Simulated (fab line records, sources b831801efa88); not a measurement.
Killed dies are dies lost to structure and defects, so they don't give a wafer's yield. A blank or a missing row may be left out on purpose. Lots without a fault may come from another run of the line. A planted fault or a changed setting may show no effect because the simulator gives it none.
One fault seen from 2 desks | flow sky130 | each desk has only its own numbers; what lay behind them comes last

THE TOOL OWNER'S DESK: cvd_w-01
The tool's own readings at SKY_LI_CONTACT_CVD_21 (deposits W, target thk 400 nm, time 120.56 s): means of the sampled wafers that have a number, for each lot that ran on this tool. A lot is out of limits, marked OUT, if its mean lies more than 4 standard deviations from the usual mean; the brackets give that distance.
Columns: A = heater_power_w at SKY_LI_CONTACT_CVD_21, usual 832 W; B = susceptor_temp_C at SKY_LI_CONTACT_CVD_21, usual 399.97 C
lot  | first seen here | A   | B
L851 | day 30 01:16    | 809 | 400.00
L852 | day 30 03:22    | 764 | 394.75 (-22) OUT
L854 | day 31 01:10    | 778 | 395.10 (-20) OUT
L862 | day 33 12:03    | 804 | 400.16
L863 | day 34 01:41    | 825 | 400.09
L864 | day 34 03:55    | 826 | 400.15
L867 | day 35 01:35    | 782 | 399.97
L871 | day 36 12:44    | 818 | 399.82
This desk's finding: out of limits on L852, L854; first on L852, day 30 03:22 (susceptor_temp_C at SKY_LI_CONTACT_CVD_21). In limits: L851, L862, L863, L864, L867, L871.

THE METROLOGY DESK
What the gauges read, lot by lot, whatever tool the lot ran on: means of the sampled wafers that have a number. A lot is out of limits, marked OUT, if its mean lies more than 4 standard deviations from the usual mean; the brackets give that distance.
Columns: A = POLY_GATE_TW at SKY_RES_PROTECT_TW_MEAS_08, usual 4038; B = LI_CONTACT_W_RS at SKY_LI_CONTACT_RS_MEAS_22, usual 0.289 ohm/sq; C = LI_CONTACT_W_THK at SKY_LI_CONTACT_THK_MEAS_23, usual 399 nm
lot  | first seen here | A    | B                | C
L851 | day 15 20:35    | 4015 | 0.293            | 395
L852 | day 15 20:52    | 4038 | 0.319 (+9.5) OUT | 361 (-6.6) OUT
L853 | day 16 07:52    | 4057 | 0.291            | 398
L854 | day 16 22:19    | 4063 | 0.318 (+9.1) OUT | 363 (-6.2) OUT
L859 | day 18 19:13    | 3991 | 0.290            | 404
L861 | day 19 17:46    | 4009 | 0.286            | 402
L862 | day 19 18:04    | 4061 | 0.289            | 395
L863 | day 20 08:30    | 4024 | 0.289            | 403
L864 | day 20 13:25    | 4027 | 0.286            | 403
L867 | day 21 16:04    | 4011 | 0.286            | 398
L871 | day 23 04:38    | 4071 | 0.289            | 397
This desk's finding: out of limits on L852, L854; first on L852, day 30 03:29 (LI_CONTACT_W_RS at SKY_LI_CONTACT_RS_MEAS_22). In limits: L851, L853, L859, L861, L862, L863, L864, L867, L871.

PUT TOGETHER
The tool owner's desk could have raised an alarm at day 30 03:22, on L852, L854.
The metrology desk could have raised an alarm at day 30 03:29, on L852, L854.
Of the lots named, all ran SKY_LI_CONTACT_CVD_21 on cvd_w-01.

WHAT THE SIMULATOR HAD PUT IN
Process parameter drift: cvd_w-01, from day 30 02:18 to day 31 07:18, at SKY_LI_CONTACT_CVD_21. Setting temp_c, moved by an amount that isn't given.
Lots struck among those shown: L852, L854.
Hours from the fault's start to each desk's first reading out of limits: the tool owner's desk, 1; the metrology desk, 1.
